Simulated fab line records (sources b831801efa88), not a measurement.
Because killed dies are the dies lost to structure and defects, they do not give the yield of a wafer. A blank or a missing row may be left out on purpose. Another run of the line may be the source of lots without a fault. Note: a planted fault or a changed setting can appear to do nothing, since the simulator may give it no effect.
Chamber matching | flow sky130 | SKY_CONTACT_CMP_04 on cmp-01: 4 sister chambers
The step polishes SiO2. 14 wafers are shown with their chamber, then 7 later ones without.

== WAFERS, EACH WITH ITS CHAMBER ==
wafer  | chamber | motor_current_A (A) | head_pressure_psi (psi) | time_to_endpoint_s (s)
L760.1 | 1       | 10.7                | 4.008                   | 79
L760.4 | 3       | 12.4                | 3.995                   | 80
L760.5 | 1       | 10.2                | 4.000                   | 81
L763.1 | 0       | 10.6                | 3.993                   | 77
L763.4 | 2       | 12.0                | 4.017                   | 82
L763.6 | 0       | 11.0                | 3.995                   | 81
L766.2 | 3       | 13.7                | 4.009                   | 75
L766.3 | 0       | 11.0                | 4.013                   | 81
L769.5 | 1       | 10.4                | 4.006                   | 80
L777.1 | 2       | 11.0                | 4.012                   | 83
L777.2 | 0       | 11.6                | 3.999                   | 82
L777.5 | 3       | 14.1                | 3.997                   | 84
L780.1 | 1       | 10.7                | 3.986                   | 84
L780.2 | 3       | 13.6                | 4.003                   | 83

SIGNATURES, as means of the wafers listed above
reading            | chamber 0 | chamber 1 | chamber 2 | chamber 3 | scatter within a chamber
motor_current_A    | 11.050    | 10.500    | 11.500    | 13.450    | 0.529
head_pressure_psi  | 4.00000   | 4.00000   | 4.01450   | 4.00100   | 0.0082
time_to_endpoint_s | 80.25     | 81.00     | 82.50     | 80.50     | 2.8
Rule: for each reading, subtract the chamber's mean from the wafer's reading, divide by that reading's scatter and square the result; add these up over the readings and take the root, which gives the wafer's distance from the chamber. If the next closest chamber is less than 2 further off than the closest, the wafer can't be placed; otherwise it belongs to the closest. The scatter is the square root of a quotient: the sum, over the shown wafers, of each reading's squared deviation from its chamber's mean, divided by wafers minus chambers.

== WAFERS WHOSE CHAMBER IS MISSING ==
wafer  | motor_current_A (A) | head_pressure_psi (psi) | time_to_endpoint_s (s)
L780.4 | 11.4                | 3.994                   | 81
L781.4 | 14.5                | 4.007                   | 85
L781.5 | 11.7                | 4.000                   | 83
L781.6 | 13.8                | 3.992                   | 84
L783.1 | 11.4                | 4.000                   | 85
L783.4 | 10.4                | 3.997                   | 87
L783.5 | 11.5                | 3.999                   | 88

== THE CHAMBER EACH PASSED THROUGH ==
wafer  | from the rows above               | in truth
L780.4 | can't be placed: 0 or 1 or 2      | 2
L781.4 | 3                                 | 3
L781.5 | can't be placed: 0 or 2 or 1 or 3 | 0
L781.6 | 3                                 | 3
L783.1 | can't be placed: 0 or 2 or 1      | 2
L783.4 | can't be placed: 1 or 0 or 2      | 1
L783.5 | can't be placed: 2 or 0 or 1 or 3 | 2
2 of 7 placed correctly. Not placeable from these rows: 5 (in 5, the candidates include the true chamber). 0 placed wrongly.
